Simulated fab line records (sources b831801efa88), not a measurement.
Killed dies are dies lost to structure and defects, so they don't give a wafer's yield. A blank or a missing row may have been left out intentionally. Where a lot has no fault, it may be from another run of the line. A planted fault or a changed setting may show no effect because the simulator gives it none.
Problem report in the 8D (eight disciplines) form, filled by code / flow gf180mcu / the parts of the form that need people (team, actions taken, sign-off) are left out

== 1. WHAT WENT WRONG ==
At GF_M4_SPUTTER_01, chamber_pressure_pa averages 0.4136 Pa over 2 wafers from 2 lots, while fault-free wafers read 0.4000 Pa, standard deviation 0.00081. That is +17 standard deviations from the usual mean.
The step: material TiN, target thk 30 nm, time 25 s.
Seen first at day 27 00:37 on pvd_sputter-04, wafer L157.2. The record has a number at this step for 39 wafers belonging to 13 lots. The rule behind "out" and "out of limits": a value lying over 4 standard deviations away from the usual mean. All remaining wafers that have a number are taken as sound.

== 2. WHAT IT IS; WHAT IT IS NOT ==
question=which readings at this step | is=chamber_pressure_pa | is not=throttle_valve_pct
question=which lots | is=L157, L159 | is not=L146, L147, L148, L149, L150, L151, L160, L163, L166, L168, L169
question=which wafers of those lots | is=L157.2, L159.6 | is not=L157.3, L157.5, L159.2, L159.5
question=read on which tools | is=pvd_sputter-04 | is not=pvd_sputter-02, pvd_sputter-03
question=when | is=from day 27 00:37 | is not=up to then (20 sound wafers); but 17 sound wafers of L159, L160, L163, L166, L168, L169 came after

== 3. WHAT RULES OUT EACH SUSPECT ==
Counting: a tool at a process step up to the reading stays a suspect if it ran every lot that is out. Sound lots after the first of them don't rule it out here, since some wafers of a struck lot are sound.
- rie_diel-04 at GF_V3_ETCH_17 (etches SiO2 in C4F8/O2/Ar, stops on TiN, target depth 635 nm): kept. It ran every lot that is out, first L157 (day 26 23:53); its last sound lot up to then is L151 (day 24 06:38). Because GF_V3_ETCH_17 lacks a start for some lots, the hours and order of its lots are taken from GF_V3_SPUTTER_22.
- pvd_sputter-04 at GF_M4_SPUTTER_01 (material TiN, target thk 30 nm, time 25 s): kept. It ran every lot that is out, first L157 (day 27 00:37); its last sound lot up to then is L150 (day 24 05:05). Its own readings are out on those wafers: chamber_pressure_pa.
After counting, rie_diel-04 at GF_V3_ETCH_17 and pvd_sputter-04 at GF_M4_SPUTTER_01 remain.

== 4. THE CAUSE (what the simulator had put in) ==
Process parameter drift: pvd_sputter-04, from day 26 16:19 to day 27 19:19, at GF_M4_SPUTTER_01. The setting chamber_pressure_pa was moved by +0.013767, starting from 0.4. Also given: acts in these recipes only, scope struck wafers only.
This tool is one of the 2 suspects left after counting.

== 5. THE EFFECT CHAIN, in route order ==
Rows list readings where the struck wafers' mean (over those with a number) sits beyond 3 standard deviations from the usual. Scope: only readings with a usual standard deviation given in the record; hours: median across lots of the time from each lot's start at the first step in this table that gives one to its start at this step; sigmas: change in usual standard deviations.
hours=0; step=GF_M4_SPUTTER_01; reading=chamber_pressure_pa; usual=0.4000 Pa; on struck wafers=0.4136; change=+0.0136; sigmas=+17
Its process steps:
- GF_M4_SPUTTER_01: material TiN, target thk 30 nm, time 25 s.

== 6. HOW IT WOULD HAVE BEEN CAUGHT EARLIER ==
In this record the first reading out of limits was taken at day 27 00:37, 8 hours after the fault began at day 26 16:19.
